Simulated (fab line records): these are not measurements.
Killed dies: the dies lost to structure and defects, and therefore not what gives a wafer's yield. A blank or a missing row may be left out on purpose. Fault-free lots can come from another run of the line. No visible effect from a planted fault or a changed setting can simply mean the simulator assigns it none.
The tool behind it: which one? -- flow sky130 -- Sampling: 15 lots, 45 wafers, 4 of 708 route steps

== WHAT THE GAUGES READ, wafer by wafer ==
SKY_CONTACT_BOW_MEAS_05.
lot,measured,on,CONTACT_BOW (um)
L673,day 30 18:24,film-metro-03,72 80 78
L674,day 31 01:24,film-metro-01,81 79 78
L676,day 31 20:55,film-metro-01,76 72 94
L680,day 32 22:55,film-metro-04,83 90 83
L679,day 32 23:38,film-metro-03,75 83 72
L681,day 33 14:17,film-metro-04,86 82 84
L682,day 33 19:26,film-metro-01,79 85 74
L683,day 33 22:07,film-metro-03,86 84 78
L684,day 34 14:01,film-metro-01,88 89 95
L688,day 35 10:49,film-metro-03,77 85 84
L689,day 35 19:47,film-metro-04,73 79 72
L691,day 36 15:16,film-metro-04,88 81 73
L692,day 36 16:55,film-metro-04,84 74 79
L694,day 37 08:20,film-metro-03,67 77 58
L695,day 37 12:20,film-metro-01,82 82 87

SKY_CONTACT_THK_MEAS_26: measures by xrf.
lot,measured,on,CONTACT_W_THK (nm)
L673,day 31 22:48,film-metro-03,360 360 363
L674,day 32 05:47,film-metro-03,366 357 361
L676,day 33 02:01,film-metro-04,361 361 355
L680,day 34 02:56,film-metro-01,358 359 360
L679,day 34 03:28,film-metro-04,345 343 342
L681,day 34 18:15,film-metro-03,359 355 355
L682,day 34 23:32,film-metro-03,358 363 355
L683,day 35 02:01,film-metro-04,357 350 361
L684,day 35 17:57,film-metro-01,348 351 350
L688,day 36 14:10,film-metro-04,344 346 346
L689,day 36 23:11,film-metro-03,368 364 362
L691,day 37 19:04,film-metro-03,365 358 366
L692,day 37 19:46,film-metro-01,346 345 357
L694,day 38 11:15,film-metro-04,348 349 342
L695,day 38 15:25,film-metro-03,346 359 351

SKY_METAL1_CD_MEAS_15: the cd target is 140 nm.
lot,measured,on,cd-nm (nm)
L673,day 33 03:17,cd-sem-02,138.6 138.9 137.6
L674,day 33 09:44,cd-sem-02,141.6 139.5 142.2
L676,day 34 05:07,cd-sem-02,139.3 138.7 140.9
L680,day 35 05:43,cd-sem-02,139.4 139.9 142.1
L679,day 35 06:50,cd-sem-02,144.3 143.0 142.6
L681,day 35 20:40,cd-sem-02,141.4 143.5 142.1
L682,day 36 01:52,cd-sem-02,141.2 140.2 141.6
L683,day 36 05:22,cd-sem-02,140.9 140.8 139.6
L684,day 36 20:01,cd-sem-02,140.9 142.0 141.4
L688,day 37 16:55,cd-sem-02,138.6 139.7 140.6
L689,day 38 01:25,cd-sem-01,140.7 139.5 139.3
L691,day 38 21:23,cd-sem-02,140.1 139.9 140.5
L692,day 38 21:54,cd-sem-02,142.2 142.9 142.6
L694,day 39 12:29,cd-sem-01,142.4 139.4 141.3
L695,day 39 17:01,cd-sem-01,140.5 139.7 139.6

== TOOL THAT RAN EACH LOT (tool first, then ch and the chambers of the sampled wafers, then the start) ==
lot,SKY_METAL1_SPUTTER_03
L673,"pvd-sputter-03, day 31 23:13"
L674,"pvd-sputter-01, day 32 06:13"
L676,"pvd-sputter-03, day 33 02:27"
L680,"pvd-sputter-01, day 34 03:22"
L679,"pvd-sputter-02, day 34 03:53"
L681,"pvd-sputter-01, day 34 18:41"
L682,"pvd-sputter-03, day 34 23:58"
L683,"pvd-sputter-03, day 35 02:26"
L684,"pvd-sputter-01, day 35 18:22"
L688,"pvd-sputter-01, day 36 14:35"
L689,"pvd-sputter-03, day 36 23:37"
L691,"pvd-sputter-03, day 37 19:29"
L692,"pvd-sputter-02, day 37 20:12"
L694,"pvd-sputter-01, day 38 11:40"
L695,"pvd-sputter-03, day 38 15:49"
- SKY_METAL1_SPUTTER_03: material Ti, target thk 5 nm, time 3.3 s.

== WHAT THE TOOLS THEMSELVES READ (means of the sampled wafers that have a number; where no wafer has one, the mark that the record gives instead) ==
SKY_METAL1_SPUTTER_03.
lot,tool,cathode-dc-power-W (W),chamber-pressure-pa (Pa),throttle-valve-pct (%)
L673,pvd-sputter-03,2999.8,0.4004,29.8
L674,pvd-sputter-01,3000.1,0.3997,28.4
L676,pvd-sputter-03,3000.0,0.4005,29.7
L680,pvd-sputter-01,3000.4,0.3998,30.1
L679,pvd-sputter-02,3000.0,0.3996,31.0
L681,pvd-sputter-01,2999.4,0.4004,30.1
L682,pvd-sputter-03,-,-,-
L683,pvd-sputter-03,-,-,-
L684,pvd-sputter-01,-,-,-
L688,pvd-sputter-01,2999.8,0.4006,30.0
L689,pvd-sputter-03,2999.5,0.4007,29.8
L691,pvd-sputter-03,3000.1,0.4010,30.2
L692,pvd-sputter-02,3000.0,0.4000,29.6
L694,pvd-sputter-01,2999.9,0.4000,30.5
L695,pvd-sputter-03,3000.2,0.3994,29.8

== THE ANSWER, worked out from the rows above alone ==
Rule: the usual values come from the lots themselves. The widest of any qualifying gaps counts: lots, ordered by their means at a reading, are off when they make up no more than a third of the lots, leave a main group of 4 or more, and stand apart from it by 3 or more times the standard deviation of that group's means. A main group is skipped when, at the precision printed for the reading in the tables above, its means are all equal. Also off: a lot with no number at a reading for which 4 or more lots have one. All remaining lots with rows at the step are treated as sound. Order of review: gauges by route order, followed by the tools' own readings, for which a lot's mean as printed above is used. At the first step where some lot is off, the reading lying furthest off is the one used; lots without a number count as furthest.
Off at SKY_METAL1_SPUTTER_03 (cathode-dc-power-W): L682, L683, L684. Without a number there: L682, L683, L684. Mean 2999.9 W and standard deviation 0.27 in the main group.
If a tool, at that step or one of the process steps before it, ran each lot that is off and ran no sound lot following the first of them, it fits. No candidate that was tried fits.

== WHAT HAD BEEN PUT IN BY THE SIMULATOR ==
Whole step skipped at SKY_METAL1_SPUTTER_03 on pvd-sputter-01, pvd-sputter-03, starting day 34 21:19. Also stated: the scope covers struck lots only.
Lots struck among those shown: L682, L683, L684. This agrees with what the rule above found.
